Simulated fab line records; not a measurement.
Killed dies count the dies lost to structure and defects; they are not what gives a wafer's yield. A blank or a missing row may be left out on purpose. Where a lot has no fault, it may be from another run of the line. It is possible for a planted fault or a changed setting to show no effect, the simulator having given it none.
Which tool did it? ; flow sky130 ; 14 lots, 42 wafers sampled, at 6 steps of a route of 708

## WHAT EACH GAUGE READ, for each wafer
SKY_CAP2M_RS_MEAS_03: measurement is done with a four-point probe.
lot;measured;on;CAP2M_TIN_RS (ohm/sq)
L957;day 39 18:50;film-metro-04;6.80 6.84 6.88
L960;day 40 15:56;film-metro-04;6.93 6.94 6.85
L964;day 41 20:11;film-metro-02;6.98 6.90 6.93
L968;day 43 09:20;film-metro-02;- - -
L969;day 43 12:04;film-metro-03;- - -
L970;day 43 17:30;film-metro-02;6.86 6.82 6.88
L971;day 44 01:15;film-metro-03;6.70 6.87 6.74
L972;day 44 06:28;film-metro-02;6.79 6.78 6.77
L973;day 44 16:09;film-metro-04;6.85 6.87 6.88
L974;day 44 16:28;film-metro-03;6.85 6.71 6.76
L975;day 44 22:07;film-metro-04;6.93 6.90 6.93
L976;day 45 04:05;film-metro-02;7.00 6.95 6.98
L980;day 46 05:06;film-metro-03;6.87 6.93 6.88
L979;day 46 08:28;film-metro-04;6.96 6.94 6.96

SKY_CAP2M_THK_MEAS_04: measures by xrf.
lot;measured;on;CAP2M_TIN_THK (nm)
L957;day 39 18:58;film-metro-04;202.5 201.6 201.7
L960;day 40 16:02;film-metro-04;199.5 199.1 202.0
L964;day 41 20:19;film-metro-02;200.9 203.8 202.0
L968;day 43 09:26;film-metro-02;<0.0 <0.0 <0.0
L969;day 43 12:11;film-metro-03;<0.0 <0.0 <0.0
L970;day 43 17:37;film-metro-02;203.7 205.9 203.4
L971;day 44 01:22;film-metro-03;205.9 201.6 205.7
L972;day 44 06:35;film-metro-02;206.1 205.3 206.0
L973;day 44 16:16;film-metro-04;201.6 202.0 200.7
L974;day 44 16:35;film-metro-03;202.3 205.0 204.1
L975;day 44 22:14;film-metro-04;199.2 200.1 199.7
L976;day 45 04:13;film-metro-02;198.8 199.0 198.5
L980;day 46 05:13;film-metro-03;202.2 201.4 201.2
L979;day 46 08:35;film-metro-04;198.7 199.5 199.3

## EACH LOT AND THE TOOL THAT RAN IT (in order: tool; ch and the chambers of the sampled wafers; start)
lot;SKY_VIA3_CMP_02;SKY_METAL4_SPUTTER_00;SKY_CAP2M_CVD_00;SKY_CAP2M_SPUTTER_02
L957;cmp-01 ch 0,1, day 38 16:02;pvd-sputter-03, day 39 18:30;pecvd-02 ch 0,2, day 39 18:39;pvd-sputter-04, day 39 18:44
L960;cmp-02 ch 0,2, day 39 13:35;pvd-sputter-03, day 40 15:34;pecvd-02 ch 0,1,2, day 40 15:43;pvd-sputter-04, day 40 15:48
L964;cmp-02 ch 0,1,3, day 40 18:29;pvd-sputter-01, day 41 19:50;pecvd-02 ch 0,2, day 41 20:00;pvd-sputter-03, day 41 20:05
L968;cmp-01 ch 1,2,3, day 42 07:43;pvd-sputter-01, day 43 08:56;pecvd-01 ch 0,1, day 43 09:07;pvd-sputter-03, day 43 09:11
L969;cmp-01 ch 0,1,3, day 42 10:25;pvd-sputter-01, day 43 11:42;pecvd-03 ch 0,2, day 43 11:52;pvd-sputter-04, day 43 11:57
L970;cmp-02 ch 0,2,3, day 42 15:58;pvd-sputter-04, day 43 17:07;pecvd-03 ch 0,2, day 43 17:16;pvd-sputter-03, day 43 17:22
L971;cmp-02 ch 0,3, day 43 00:07;pvd-sputter-01, day 44 00:53;pecvd-02 ch 0,1,2, day 44 01:02;pvd-sputter-02, day 44 01:07
L972;cmp-02 ch 0,2,3, day 43 06:07;pvd-sputter-04, day 44 06:07;pecvd-01 ch 0,1,2, day 44 06:16;pvd-sputter-03, day 44 06:21
L973;cmp-01 ch 1,2,3, day 43 15:46;pvd-sputter-01, day 44 15:49;pecvd-01 ch 0,1,2, day 44 15:58;pvd-sputter-04, day 44 16:03
L974;cmp-01 ch 0,1, day 43 16:31;pvd-sputter-01, day 44 16:07;pecvd-03 ch 1,2, day 44 16:16;pvd-sputter-02, day 44 16:21
L975;cmp-02 ch 0,1, day 43 21:43;pvd-sputter-03, day 44 21:47;pecvd-02 ch 0,1,2, day 44 21:56;pvd-sputter-04, day 44 22:01
L976;cmp-01 ch 0,1,3, day 44 04:51;pvd-sputter-01, day 45 03:44;pecvd-01 ch 1,2, day 45 03:53;pvd-sputter-04, day 45 03:59
L980;cmp-01 ch 1,2,3, day 45 05:41;pvd-sputter-03, day 46 04:45;pecvd-02 ch 0,1,2, day 46 04:54;pvd-sputter-04, day 46 04:59
L979;cmp-01 ch 0,2,3, day 45 09:22;pvd-sputter-03, day 46 08:07;pecvd-01 ch 0,2, day 46 08:16;pvd-sputter-04, day 46 08:21
- SKY_VIA3_CMP_02: polishes SiO2.
- SKY_METAL4_SPUTTER_00: material Ti, target thk 15 nm, time 10 s.
- SKY_CAP2M_CVD_00: deposits SiO2, target thk 15.5 nm.
- SKY_CAP2M_SPUTTER_02: material TiN, target thk 200 nm, time 166.7 s.

## WHAT THE TOOLS THEMSELVES READ (means of the sampled wafers that have a number; where no wafer has one, the mark that the record gives instead)
SKY_VIA3_CMP_02.
lot;tool;motor-current-A (A)
L957;cmp-01;12.0
L960;cmp-02;12.0
L964;cmp-02;12.9
L968;cmp-01;12.4
L969;cmp-01;12.0
L970;cmp-02;11.7
L971;cmp-02;12.0
L972;cmp-02;11.6
L973;cmp-01;12.0
L974;cmp-01;12.1
L975;cmp-02;13.1
L976;cmp-01;12.0
L980;cmp-01;12.3
L979;cmp-01;12.0

SKY_METAL4_SPUTTER_00.
lot;tool;cathode-dc-power-W (W);chamber-pressure-pa (Pa);throttle-valve-pct (%)
L957;pvd-sputter-03;2999.9;0.4000;30.9
L960;pvd-sputter-03;3000.0;0.3999;30.5
L964;pvd-sputter-01;3000.3;0.4002;29.2
L968;pvd-sputter-01;3000.3;0.3993;29.0
L969;pvd-sputter-01;3000.2;0.4000;29.5
L970;pvd-sputter-04;2999.7;0.4004;28.7
L971;pvd-sputter-01;3000.4;0.3999;29.3
L972;pvd-sputter-04;2999.9;0.4001;28.6
L973;pvd-sputter-01;2999.7;0.4003;29.0
L974;pvd-sputter-01;2999.9;0.3983;29.5
L975;pvd-sputter-03;3000.6;0.3998;30.9
L976;pvd-sputter-01;3000.6;0.3995;29.1
L980;pvd-sputter-03;2999.7;0.4002;30.8
L979;pvd-sputter-03;2999.9;0.4004;30.9

SKY_CAP2M_CVD_00.
lot;tool;heater-power-w (W)
L957;pecvd-02;659
L960;pecvd-02;697
L964;pecvd-02;798
L968;pecvd-01;842
L969;pecvd-03;648
L970;pecvd-03;614
L971;pecvd-02;730
L972;pecvd-01;790
L973;pecvd-01;766
L974;pecvd-03;701
L975;pecvd-02;700
L976;pecvd-01;643
L980;pecvd-02;707
L979;pecvd-01;792

SKY_CAP2M_SPUTTER_02.
lot;tool;cathode-dc-power-W (W);chamber-pressure-pa (Pa);throttle-valve-pct (%)
L957;pvd-sputter-04;6499.8;0.3993;29.0
L960;pvd-sputter-04;6500.7;0.3996;28.9
L964;pvd-sputter-03;6500.5;0.3993;30.9
L968;pvd-sputter-03;-;-;-
L969;pvd-sputter-04;-;-;-
L970;pvd-sputter-03;6500.4;0.4001;30.7
L971;pvd-sputter-02;6500.0;0.3994;29.2
L972;pvd-sputter-03;6499.8;0.3999;30.2
L973;pvd-sputter-04;6499.9;0.4002;29.0
L974;pvd-sputter-02;6500.3;0.3997;29.5
L975;pvd-sputter-04;6500.1;0.3998;29.7
L976;pvd-sputter-04;6501.2;0.3995;29.0
L980;pvd-sputter-04;6500.9;0.4005;29.7
L979;pvd-sputter-04;6500.6;0.4004;29.1

## THE ANSWER, worked out from the rows above alone
Rule: usual is defined by the lots themselves. The widest of any qualifying gaps counts: lots, ordered by their means at a reading, are off when they make up no more than a third of the lots, leave a main group of 4 or more, and stand apart from it by 3 or more times the standard deviation of that group's means. If all means in a main group match to the digits the tables above print for the reading, that group is not used. A lot without any number at a reading at which 4 lots or more have one is off too. All remaining lots with rows at the step are treated as sound. The gauges are gone through in route order, then the tools' own readings, and for those a lot's mean is taken as printed above. The first step at which some lot is off is used, and at that step the reading that is off furthest; a lot without a number counts as furthest.
Off: at SKY_CAP2M_RS_MEAS_03 (CAP2M_TIN_RS), L968, L969. Without a number there: L968, L969. The main group has a mean of 6.87 ohm/sq with a standard deviation of 0.068.
A tool fits if, at a process step before that reading, it ran every lot that is off, and no sound lot after the first of them. The gauges at SKY_CAP2M_RS_MEAS_03 aren't tried: what is off there is off at SKY_CAP2M_SPUTTER_02 too, on other tools, and a gauge's error can't cause that. Of those tried, none fits.

## WHAT HAD BEEN PUT IN BY THE SIMULATOR
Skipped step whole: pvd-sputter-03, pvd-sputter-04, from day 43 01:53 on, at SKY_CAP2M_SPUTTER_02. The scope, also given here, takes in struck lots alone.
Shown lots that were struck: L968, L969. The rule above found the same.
